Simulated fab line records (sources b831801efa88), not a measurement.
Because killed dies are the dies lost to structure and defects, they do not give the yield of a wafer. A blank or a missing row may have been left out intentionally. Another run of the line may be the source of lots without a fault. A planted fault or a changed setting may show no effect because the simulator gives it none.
Which tool is to blame? || flow sky130 || 13 lots, 39 wafers sampled, at 4 steps of a route of 708

== WHAT THE GAUGES READ, wafer by wafer ==
SKY_VT_ADJUST_PCH_OVL_MEAS_07. Usual: VT_ADJUST_PCH_OVL typically reads 0.1 nm, with standard deviation 1.6.
{"lot": "L989", "measured": "day 10 10:30", "on": "overlay-01", "VT_ADJUST_PCH_OVL (nm)": "1.2 1.0 2.4", "flag": ""}
{"lot": "L990", "measured": "day 10 18:43", "on": "overlay-02", "VT_ADJUST_PCH_OVL (nm)": "-0.3 2.1 0.5", "flag": ""}
{"lot": "L992", "measured": "day 11 08:05", "on": "overlay-01", "VT_ADJUST_PCH_OVL (nm)": "-0.7 -1.2 -2.3", "flag": ""}
{"lot": "L996", "measured": "day 12 19:22", "on": "overlay-02", "VT_ADJUST_PCH_OVL (nm)": "3.3 1.9 3.2", "flag": ""}
{"lot": "L998", "measured": "day 13 06:59", "on": "overlay-01", "VT_ADJUST_PCH_OVL (nm)": "-2.2 -2.8 -3.4", "flag": ""}
{"lot": "L999", "measured": "day 13 19:30", "on": "overlay-02", "VT_ADJUST_PCH_OVL (nm)": "1.9 -1.1 0.3", "flag": ""}
{"lot": "L100", "measured": "day 13 23:32", "on": "overlay-02", "VT_ADJUST_PCH_OVL (nm)": "1.3 -0.3 0.5", "flag": ""}
{"lot": "L101", "measured": "day 14 04:47", "on": "overlay-02", "VT_ADJUST_PCH_OVL (nm)": "1.0 -0.1 1.7", "flag": ""}
{"lot": "L102", "measured": "day 14 11:39", "on": "overlay-01", "VT_ADJUST_PCH_OVL (nm)": "-0.2 -2.0 0.1", "flag": ""}
{"lot": "L103", "measured": "day 14 16:18", "on": "overlay-01", "VT_ADJUST_PCH_OVL (nm)": "0.2 1.1 1.2", "flag": ""}
{"lot": "L110", "measured": "day 16 23:06", "on": "overlay-01", "VT_ADJUST_PCH_OVL (nm)": "0.0 -1.2 -0.7", "flag": ""}
{"lot": "L111", "measured": "day 17 08:11", "on": "overlay-01", "VT_ADJUST_PCH_OVL (nm)": "-2.1 -1.2 -0.6", "flag": ""}
{"lot": "L112", "measured": "day 17 14:42", "on": "overlay-01", "VT_ADJUST_PCH_OVL (nm)": "-1.5 0.0 -1.8", "flag": ""}

SKY_RES_PROTECT_TW_MEAS_08. Usual: POLY_GATE_TW typically reads 4067, with standard deviation 62.
{"lot": "L989", "measured": "day 15 00:03", "on": "film metro-03", "POLY_GATE_TW": "4092 4096 4064", "flag": ""}
{"lot": "L990", "measured": "day 15 10:47", "on": "film metro-03", "POLY_GATE_TW": "4092 4119 4084", "flag": ""}
{"lot": "L992", "measured": "day 16 04:38", "on": "film metro-03", "POLY_GATE_TW": "4082 4076 4076", "flag": ""}
{"lot": "L996", "measured": "day 18 00:03", "on": "film metro-04", "POLY_GATE_TW": "3994 4012 4020", "flag": ""}
{"lot": "L998", "measured": "day 18 08:28", "on": "film metro-01", "POLY_GATE_TW": "4188 4163 4166", "flag": ""}
{"lot": "L999", "measured": "day 19 00:35", "on": "film metro-01", "POLY_GATE_TW": "4139 4142 4135", "flag": ""}
{"lot": "L100", "measured": "day 19 05:32", "on": "film metro-04", "POLY_GATE_TW": "4002 3996 3995", "flag": ""}
{"lot": "L101", "measured": "day 19 12:00", "on": "film metro-03", "POLY_GATE_TW": "4066 4057 4037", "flag": ""}
{"lot": "L102", "measured": "day 19 19:57", "on": "film metro-04", "POLY_GATE_TW": "3978 3970 3968", "flag": ""}
{"lot": "L103", "measured": "day 19 23:36", "on": "film metro-03", "POLY_GATE_TW": "4092 4061 4070", "flag": ""}
{"lot": "L110", "measured": "day 22 11:21", "on": "film metro-03", "POLY_GATE_TW": "4058 4049 4069", "flag": ""}
{"lot": "L111", "measured": "day 22 20:02", "on": "film metro-04", "POLY_GATE_TW": "3954 3940 3954", "flag": ""}
{"lot": "L112", "measured": "day 23 00:51", "on": "film metro-01", "POLY_GATE_TW": "4124 4130 4109", "flag": ""}

SKY_POLY_GATE_CD_MEAS_13: the cd target is 150 nm. Usual: cd nm 149.5 nm, standard deviation 1.6.
{"lot": "L989", "measured": "day 16 05:02", "on": "cd sem-01", "cd nm (nm)": "149.6 148.4 149.9", "flag": ""}
{"lot": "L990", "measured": "day 16 16:06", "on": "cd sem-01", "cd nm (nm)": "148.6 148.5 147.9", "flag": ""}
{"lot": "L992", "measured": "day 17 10:11", "on": "cd sem-01", "cd nm (nm)": "149.4 148.4 147.6", "flag": ""}
{"lot": "L996", "measured": "day 19 09:07", "on": "cd sem-02", "cd nm (nm)": "149.3 150.8 148.6", "flag": ""}
{"lot": "L998", "measured": "day 19 16:31", "on": "cd sem-01", "cd nm (nm)": "148.8 148.9 149.3", "flag": ""}
{"lot": "L999", "measured": "day 20 10:37", "on": "cd sem-02", "cd nm (nm)": "147.2 148.7 149.1", "flag": ""}
{"lot": "L100", "measured": "day 20 14:41", "on": "cd sem-01", "cd nm (nm)": "150.2 148.2 148.2", "flag": ""}
{"lot": "L101", "measured": "day 20 20:41", "on": "cd sem-01", "cd nm (nm)": "152.4 152.3 151.7", "flag": ""}
{"lot": "L102", "measured": "day 21 04:40", "on": "cd sem-01", "cd nm (nm)": "151.2 149.4 150.9", "flag": ""}
{"lot": "L103", "measured": "day 21 07:53", "on": "cd sem-01", "cd nm (nm)": "149.4 149.8 149.8", "flag": ""}
{"lot": "L110", "measured": "day 23 19:02", "on": "cd sem-01", "cd nm (nm)": "148.8 149.1 147.4", "flag": ""}
{"lot": "L111", "measured": "day 24 03:02", "on": "cd sem-02", "cd nm (nm)": "153.1 153.3 153.3", "flag": ""}
{"lot": "L112", "measured": "day 24 08:21", "on": "cd sem-01", "cd nm (nm)": "148.3 147.7 147.0", "flag": ""}

== TOOL THAT RAN EACH LOT (tool first, then ch and the chambers of the sampled wafers, then the start) ==
{"lot": "L989", "SKY_GATE_OXIDE_OXIDATION_16": "furnace-01 ch 0, day 13 18:49"}
{"lot": "L990", "SKY_GATE_OXIDE_OXIDATION_16": "furnace-01 ch 0, day 14 04:58"}
{"lot": "L992", "SKY_GATE_OXIDE_OXIDATION_16": "furnace-02 ch 0, day 14 22:01"}
{"lot": "L996", "SKY_GATE_OXIDE_OXIDATION_16": "furnace-01 ch 0, day 16 10:44"}
{"lot": "L998", "SKY_GATE_OXIDE_OXIDATION_16": "furnace-01 ch 0, day 17 00:48"}
{"lot": "L999", "SKY_GATE_OXIDE_OXIDATION_16": "furnace-01 ch 0, day 17 16:22"}
{"lot": "L100", "SKY_GATE_OXIDE_OXIDATION_16": "furnace-02 ch 0, day 17 20:47"}
{"lot": "L101", "SKY_GATE_OXIDE_OXIDATION_16": "furnace-02 ch 0, day 18 02:29"}
{"lot": "L102", "SKY_GATE_OXIDE_OXIDATION_16": "furnace-01 ch 0, day 18 10:25"}
{"lot": "L103", "SKY_GATE_OXIDE_OXIDATION_16": "furnace-01 ch 0, day 18 13:44"}
{"lot": "L110", "SKY_GATE_OXIDE_OXIDATION_16": "furnace-01 ch 0, day 21 01:34"}
{"lot": "L111", "SKY_GATE_OXIDE_OXIDATION_16": "furnace-01 ch 0, day 21 10:45"}
{"lot": "L112", "SKY_GATE_OXIDE_OXIDATION_16": "furnace-01 ch 0, day 21 16:25"}
- SKY_GATE_OXIDE_OXIDATION_16: stabilise 600 s, purge 300 s, target thk 3.57 nm.

== WHAT THE TOOLS THEMSELVES READ (means of the sampled wafers that have a number; where no wafer has one, the mark that the record gives instead) ==
SKY_GATE_OXIDE_OXIDATION_16. Usual: ramp up c per min 10.000, standard deviation 0.0017; spike tc bottom C 818 C, standard deviation 3; spike tc centre C 801.7 C, standard deviation 1.1; spike tc lower C 799.4 C, standard deviation 1.5; spike tc top C 815.2 C, standard deviation 2.4; spike tc upper C 800.8 C, standard deviation 1.2; tube center temp C 800.01 C, standard deviation 0.072; tube_center_temp_C_max 802.1, standard deviation 0.36; zone power centre pct 16.7 %, standard deviation 2.2.
{"lot": "L989", "tool": "furnace-01", "ramp up c per min": 9.999, "spike tc bottom C (C)": 816, "spike tc centre C (C)": 800.9, "spike tc lower C (C)": 798.8, "spike tc top C (C)": 816.6, "spike tc upper C (C)": 801.3, "tube center temp C (C)": 800.02, "tube_center_temp_C_max": 802.0, "zone power centre pct (%)": 14.8, "flag": ""}
{"lot": "L990", "tool": "furnace-01", "ramp up c per min": 9.999, "spike tc bottom C (C)": 817, "spike tc centre C (C)": 801.6, "spike tc lower C (C)": 799.2, "spike tc top C (C)": 816.7, "spike tc upper C (C)": 800.3, "tube center temp C (C)": 800.00, "tube_center_temp_C_max": 802.3, "zone power centre pct (%)": 14.9, "flag": ""}
{"lot": "L992", "tool": "furnace-02", "ramp up c per min": 9.998, "spike tc bottom C (C)": 822, "spike tc centre C (C)": 802.6, "spike tc lower C (C)": 801.4, "spike tc top C (C)": 813.0, "spike tc upper C (C)": 801.1, "tube center temp C (C)": 799.95, "tube_center_temp_C_max": 802.0, "zone power centre pct (%)": 19.1, "flag": ""}
{"lot": "L996", "tool": "furnace-01", "ramp up c per min": 10.000, "spike tc bottom C (C)": 815, "spike tc centre C (C)": 801.0, "spike tc lower C (C)": 798.3, "spike tc top C (C)": 817.8, "spike tc upper C (C)": 800.0, "tube center temp C (C)": 799.97, "tube_center_temp_C_max": 801.8, "zone power centre pct (%)": 14.8, "flag": ""}
{"lot": "L998", "tool": "furnace-01", "ramp up c per min": 9.999, "spike tc bottom C (C)": 815, "spike tc centre C (C)": 800.6, "spike tc lower C (C)": 798.4, "spike tc top C (C)": 816.7, "spike tc upper C (C)": 799.7, "tube center temp C (C)": 799.94, "tube_center_temp_C_max": 801.8, "zone power centre pct (%)": 14.9, "flag": ""}
{"lot": "L999", "tool": "furnace-01", "ramp up c per min": 10.002, "spike tc bottom C (C)": 806, "spike tc centre C (C)": 793.1, "spike tc lower C (C)": 789.9, "spike tc top C (C)": 807.9, "spike tc upper C (C)": 791.6, "tube center temp C (C)": 790.96, "tube_center_temp_C_max": 793.2, "zone power centre pct (%)": 14.5, "flag": "OFF"}
{"lot": "L100", "tool": "furnace-02", "ramp up c per min": 10.000, "spike tc bottom C (C)": 822, "spike tc centre C (C)": 802.2, "spike tc lower C (C)": 800.8, "spike tc top C (C)": 812.2, "spike tc upper C (C)": 801.1, "tube center temp C (C)": 800.01, "tube_center_temp_C_max": 802.4, "zone power centre pct (%)": 19.1, "flag": ""}
{"lot": "L101", "tool": "furnace-02", "ramp up c per min": 10.001, "spike tc bottom C (C)": 823, "spike tc centre C (C)": 802.1, "spike tc lower C (C)": 800.4, "spike tc top C (C)": 812.4, "spike tc upper C (C)": 801.6, "tube center temp C (C)": 799.98, "tube_center_temp_C_max": 802.2, "zone power centre pct (%)": 19.2, "flag": ""}
{"lot": "L102", "tool": "furnace-01", "ramp up c per min": 10.001, "spike tc bottom C (C)": 808, "spike tc centre C (C)": 792.5, "spike tc lower C (C)": 789.2, "spike tc top C (C)": 808.8, "spike tc upper C (C)": 792.5, "tube center temp C (C)": 790.96, "tube_center_temp_C_max": 792.8, "zone power centre pct (%)": 14.4, "flag": "OFF"}
{"lot": "L103", "tool": "furnace-01", "ramp up c per min": 10.000, "spike tc bottom C (C)": 806, "spike tc centre C (C)": 791.7, "spike tc lower C (C)": 789.3, "spike tc top C (C)": 807.4, "spike tc upper C (C)": 792.6, "tube center temp C (C)": 791.02, "tube_center_temp_C_max": 793.3, "zone power centre pct (%)": 14.6, "flag": "OFF"}
{"lot": "L110", "tool": "furnace-01", "ramp up c per min": 10.000, "spike tc bottom C (C)": 816, "spike tc centre C (C)": 801.1, "spike tc lower C (C)": 798.0, "spike tc top C (C)": 818.0, "spike tc upper C (C)": 801.4, "tube center temp C (C)": 800.04, "tube_center_temp_C_max": 802.1, "zone power centre pct (%)": 14.8, "flag": ""}
{"lot": "L111", "tool": "furnace-01", "ramp up c per min": 10.000, "spike tc bottom C (C)": 816, "spike tc centre C (C)": 801.7, "spike tc lower C (C)": 798.3, "spike tc top C (C)": 817.5, "spike tc upper C (C)": 801.6, "tube center temp C (C)": 799.94, "tube_center_temp_C_max": 802.1, "zone power centre pct (%)": 14.7, "flag": ""}
{"lot": "L112", "tool": "furnace-01", "ramp up c per min": 9.999, "spike tc bottom C (C)": 815, "spike tc centre C (C)": 801.5, "spike tc lower C (C)": 798.5, "spike tc top C (C)": 818.0, "spike tc upper C (C)": 801.3, "tube center temp C (C)": 799.97, "tube_center_temp_C_max": 802.3, "zone power centre pct (%)": 14.8, "flag": ""}

== THE ANSWER, worked out from the rows above alone ==
Rule: take the mean of a lot's wafers that have a number; if it is more than 3 standard deviations from the usual mean, the lot is off. A lot without any number at a reading at which 4 lots or more have one is off too. The other lots that the step has rows for count as sound. The gauges are gone through in route order, then the tools' own readings, and for those a lot's mean is taken as printed above. At the first step where some lot is off, the reading lying furthest off is the one used; lots without a number count as furthest.
Off at SKY_GATE_OXIDE_OXIDATION_16 (tube center temp C): L999, L102, L103.
A tool fits if, at that step or a process step before it, it ran every lot that is off, and no sound lot after the first of them. No candidate that was tried fits.

== WHAT THE SIMULATOR HAD INSERTED ==
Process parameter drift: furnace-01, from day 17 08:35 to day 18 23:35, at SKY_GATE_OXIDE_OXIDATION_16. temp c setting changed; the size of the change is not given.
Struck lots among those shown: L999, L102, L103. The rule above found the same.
